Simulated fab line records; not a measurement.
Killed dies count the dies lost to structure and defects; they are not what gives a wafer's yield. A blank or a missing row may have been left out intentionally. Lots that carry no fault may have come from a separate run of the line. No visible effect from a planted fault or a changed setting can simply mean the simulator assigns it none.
Tool commonality check || flow sky130 || 13 lots, 39 wafers sampled

== WHY IT WAS OPENED ==
Of 13 lots, 2 have the reading VT_ADJUST_LVTN_TW flagged at SKY_VT_ADJUST_LVTN_TW_MEAS_10. No-fault wafers: 242.1, standard deviation 2.
Rule: a lot is flagged in two cases, either no wafer of it has a number, or all its wafers with numbers fall more than 4 standard deviations from that mean. The rest of the lots are taken to be sound.

{"lot": "L824", "measured": "day 6 21:49", "on": "filmMetro-03", "VT_ADJUST_LVTN_TW, wafer by wafer": "243.2 241.5 241.9", "flag": ""}
{"lot": "L825", "measured": "day 7 02:10", "on": "filmMetro-04", "VT_ADJUST_LVTN_TW, wafer by wafer": "244.1 245.5 243.7", "flag": ""}
{"lot": "L827", "measured": "day 7 12:44", "on": "filmMetro-03", "VT_ADJUST_LVTN_TW, wafer by wafer": "238.8 239.3 240.2", "flag": ""}
{"lot": "L831", "measured": "day 8 19:46", "on": "filmMetro-02", "VT_ADJUST_LVTN_TW, wafer by wafer": "210.5 211.7 210.8", "flag": "FLAGGED"}
{"lot": "L834", "measured": "day 9 12:44", "on": "filmMetro-04", "VT_ADJUST_LVTN_TW, wafer by wafer": "214.8 215.7 215.6", "flag": "FLAGGED"}
{"lot": "L838", "measured": "day 11 06:55", "on": "filmMetro-02", "VT_ADJUST_LVTN_TW, wafer by wafer": "242.1 242.4 240.9", "flag": ""}
{"lot": "L837", "measured": "day 11 07:27", "on": "filmMetro-02", "VT_ADJUST_LVTN_TW, wafer by wafer": "240.0 241.0 241.2", "flag": ""}
{"lot": "L839", "measured": "day 11 10:59", "on": "filmMetro-04", "VT_ADJUST_LVTN_TW, wafer by wafer": "245.7 245.9 246.7", "flag": ""}
{"lot": "L843", "measured": "day 12 08:47", "on": "filmMetro-03", "VT_ADJUST_LVTN_TW, wafer by wafer": "240.3 240.8 241.1", "flag": ""}
{"lot": "L844", "measured": "day 12 10:50", "on": "filmMetro-04", "VT_ADJUST_LVTN_TW, wafer by wafer": "244.2 245.9 244.9", "flag": ""}
{"lot": "L845", "measured": "day 12 15:26", "on": "filmMetro-02", "VT_ADJUST_LVTN_TW, wafer by wafer": "243.7 242.4 241.5", "flag": ""}
{"lot": "L846", "measured": "day 12 23:34", "on": "filmMetro-03", "VT_ADJUST_LVTN_TW, wafer by wafer": "240.1 239.4 239.0", "flag": ""}
{"lot": "L847", "measured": "day 13 06:15", "on": "filmMetro-04", "VT_ADJUST_LVTN_TW, wafer by wafer": "245.5 243.6 244.4", "flag": ""}
Average over the flagged lots: 213.2; offset from the usual -28.9, equal to -14 standard deviations.

== WHICH TOOL EACH LOT WENT THROUGH ==
Before the reading, the record contains 2 process steps out of a 708-step route. In each cell: the tool, then ch and the chambers that the sampled wafers went through, then the start.
{"lot": "L824", "flag": "", "SKY_NWELL_STRIP_14": "plasmaAsher-02 ch 0,1, day 4 15:32", "SKY_VT_ADJUST_LVTN_IMPLANT_08": "implanter-03 ch 0, day 6 21:34"}
{"lot": "L825", "flag": "", "SKY_NWELL_STRIP_14": "plasmaAsher-02 ch 0,1, day 4 21:05", "SKY_VT_ADJUST_LVTN_IMPLANT_08": "implanter-01 ch 0, day 7 01:56"}
{"lot": "L827", "flag": "", "SKY_NWELL_STRIP_14": "plasmaAsher-04 ch 0,1, day 5 05:11", "SKY_VT_ADJUST_LVTN_IMPLANT_08": "implanter-03 ch 0, day 7 12:29"}
{"lot": "L831", "flag": "FLAGGED", "SKY_NWELL_STRIP_14": "plasmaAsher-02 ch 0,1, day 6 06:47", "SKY_VT_ADJUST_LVTN_IMPLANT_08": "implanter-01 ch 0, day 8 19:32"}
{"lot": "L834", "flag": "FLAGGED", "SKY_NWELL_STRIP_14": "plasmaAsher-02 ch 0,1, day 6 22:01", "SKY_VT_ADJUST_LVTN_IMPLANT_08": "implanter-01 ch 0, day 9 12:32"}
{"lot": "L838", "flag": "", "SKY_NWELL_STRIP_14": "plasmaAsher-03 ch 0,1, day 8 10:17", "SKY_VT_ADJUST_LVTN_IMPLANT_08": "implanter-03 ch 0, day 11 06:41"}
{"lot": "L837", "flag": "", "SKY_NWELL_STRIP_14": "plasmaAsher-02 ch 0,1, day 8 11:28", "SKY_VT_ADJUST_LVTN_IMPLANT_08": "implanter-04 ch 0, day 11 07:14"}
{"lot": "L839", "flag": "", "SKY_NWELL_STRIP_14": "plasmaAsher-03 ch 0,1, day 8 15:23", "SKY_VT_ADJUST_LVTN_IMPLANT_08": "implanter-04 ch 0, day 11 10:44"}
{"lot": "L843", "flag": "", "SKY_NWELL_STRIP_14": "plasmaAsher-03 ch 0,1, day 9 09:56", "SKY_VT_ADJUST_LVTN_IMPLANT_08": "implanter-04 ch 0, day 12 08:32"}
{"lot": "L844", "flag": "", "SKY_NWELL_STRIP_14": "plasmaAsher-04 ch 0,1, day 9 11:10", "SKY_VT_ADJUST_LVTN_IMPLANT_08": "implanter-03 ch 0, day 12 10:38"}
{"lot": "L845", "flag": "", "SKY_NWELL_STRIP_14": "plasmaAsher-04 ch 0,1, day 9 15:29", "SKY_VT_ADJUST_LVTN_IMPLANT_08": "implanter-01 ch 0, day 12 15:13"}
{"lot": "L846", "flag": "", "SKY_NWELL_STRIP_14": "plasmaAsher-04 ch 1, day 9 22:43", "SKY_VT_ADJUST_LVTN_IMPLANT_08": "implanter-01 ch 0, day 12 23:19"}
{"lot": "L847", "flag": "", "SKY_NWELL_STRIP_14": "plasmaAsher-02 ch 0,1, day 10 07:01", "SKY_VT_ADJUST_LVTN_IMPLANT_08": "implanter-01 ch 0, day 13 06:02"}
These steps, and what they do:
- SKY_NWELL_STRIP_14: strips in O2/N2.
- SKY_VT_ADJUST_LVTN_IMPLANT_08
- SKY_VT_ADJUST_LVTN_TW_MEAS_10

== FLAGGED OVER TOTAL, TOOL BY TOOL (the gauges that took the reading come last) ==
{"step": "SKY_NWELL_STRIP_14", "tool": "plasmaAsher-02", "lots run": 6, "flagged": 2, "share of the flagged lots": "all", "sound lots run after its first flagged lot": "2 (L837,L847)"}
{"step": "SKY_NWELL_STRIP_14", "tool": "plasmaAsher-03", "lots run": 3, "flagged": 0, "share of the flagged lots": "none", "sound lots run after its first flagged lot": "-"}
{"step": "SKY_NWELL_STRIP_14", "tool": "plasmaAsher-04", "lots run": 4, "flagged": 0, "share of the flagged lots": "none", "sound lots run after its first flagged lot": "-"}
{"step": "SKY_VT_ADJUST_LVTN_IMPLANT_08", "tool": "implanter-01", "lots run": 6, "flagged": 2, "share of the flagged lots": "all", "sound lots run after its first flagged lot": "3 (L845,L846,L847)"}
{"step": "SKY_VT_ADJUST_LVTN_IMPLANT_08", "tool": "implanter-03", "lots run": 4, "flagged": 0, "share of the flagged lots": "none", "sound lots run after its first flagged lot": "-"}
{"step": "SKY_VT_ADJUST_LVTN_IMPLANT_08", "tool": "implanter-04", "lots run": 3, "flagged": 0, "share of the flagged lots": "none", "sound lots run after its first flagged lot": "-"}
{"step": "SKY_VT_ADJUST_LVTN_TW_MEAS_10", "tool": "filmMetro-02", "lots run": 4, "flagged": 1, "share of the flagged lots": "some", "sound lots run after its first flagged lot": "3 (L838,L837,L845)"}
{"step": "SKY_VT_ADJUST_LVTN_TW_MEAS_10", "tool": "filmMetro-03", "lots run": 4, "flagged": 0, "share of the flagged lots": "none", "sound lots run after its first flagged lot": "-"}
{"step": "SKY_VT_ADJUST_LVTN_TW_MEAS_10", "tool": "filmMetro-04", "lots run": 5, "flagged": 1, "share of the flagged lots": "some", "sound lots run after its first flagged lot": "3 (L839,L844,L847)"}

== WHAT THE TABLE PERMITS ==
Table rows that saw every flagged lot: 2, namely plasmaAsher-02 at SKY_NWELL_STRIP_14 and implanter-01 at SKY_VT_ADJUST_LVTN_IMPLANT_08.
- plasmaAsher-02 at SKY_NWELL_STRIP_14: 2 of its 6 lots flagged. Sound lots followed the first flagged one (L837, L847) on it, something a lasting fault affecting the whole tool could not allow.
- implanter-01 at SKY_VT_ADJUST_LVTN_IMPLANT_08: 2 of its 6 lots flagged. Sound lots followed the first flagged one (L845, L846, L847) on it, something a lasting fault affecting the whole tool could not allow. Its own readings lie more than 4 standard deviations out on every wafer of the flagged lots: doseIonsCm2, faradayCurrentUA.
No row of the table ran every flagged lot and no sound lot after the first.

== WHAT WAS PUT IN BY THE SIMULATOR ==
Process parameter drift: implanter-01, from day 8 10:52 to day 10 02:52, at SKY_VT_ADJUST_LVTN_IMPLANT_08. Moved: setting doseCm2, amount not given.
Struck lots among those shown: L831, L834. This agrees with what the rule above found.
